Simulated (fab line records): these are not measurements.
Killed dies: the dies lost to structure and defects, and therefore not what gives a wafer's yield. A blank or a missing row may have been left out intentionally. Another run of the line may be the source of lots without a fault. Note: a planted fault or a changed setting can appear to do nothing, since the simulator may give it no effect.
Chamber matching    flow sky130    SKY_VIA3_HDPCVD_00 on hdpcvd-02: 3 sister chambers
The step deposits SiO2, target thk 1635 nm, time 272.5 s. 14 wafers are shown with their chamber, then 6 later ones without.

EACH WAFER AND ITS CHAMBER
wafer   chamber  run_length_s (s)  susceptor_temp_C (C)
L779.2  1        300.0             399.91
L779.4  0        300.2             399.73
L779.5  1        299.9             399.75
L784.3  2        300.3             400.13
L784.4  0        300.2             400.35
L784.6  1        299.7             400.13
L785.1  1        299.7             399.61
L785.3  2        300.4             399.74
L785.4  0        300.2             399.73
L786.2  0        300.4             399.74
L786.4  0        300.1             399.80
L786.6  1        299.7             399.94
L788.5  2        300.3             399.88
L788.6  0        300.4             400.17

SIGNATURES (averages over the wafers above)
reading           chamber 0  chamber 1  chamber 2  scatter within a chamber
run_length_s      300.250    299.800    300.333    0.121
susceptor_temp_C  399.9200   399.8680   399.9167   0.234
Rule: distance of a wafer from a chamber = root of the sum over the readings of ((wafer's reading minus chamber's mean) / reading's scatter) squared. If the next closest chamber is less than 2 further off than the closest, the wafer can't be placed; otherwise it belongs to the closest. How the scatter is found: for the shown wafers, subtract from each reading the mean of its chamber, square and add these, divide the total by (wafers less chambers), then take the root.

WAFERS WHOSE CHAMBER IS MISSING
wafer   run_length_s (s)  susceptor_temp_C (C)
L798.2  300.1             400.28
L798.5  300.3             400.22
L798.6  300.3             399.78
L802.1  300.2             399.78
L802.4  300.5             400.14
L802.6  300.6             399.57

THE CHAMBER EACH PASSED THROUGH
wafer   from the rows above           in truth
L798.2  can't be placed: 0 or 2 or 1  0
L798.5  can't be placed: 2 or 0       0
L798.6  can't be placed: 2 or 0       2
L802.1  can't be placed: 0 or 2       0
L802.4  can't be placed: 2 or 0       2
L802.6  can't be placed: 2 or 0       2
0 of 6 placed correctly. Can't be placed from these rows: 6 (the true chamber is among the candidates in 6). 0 placed wrongly.
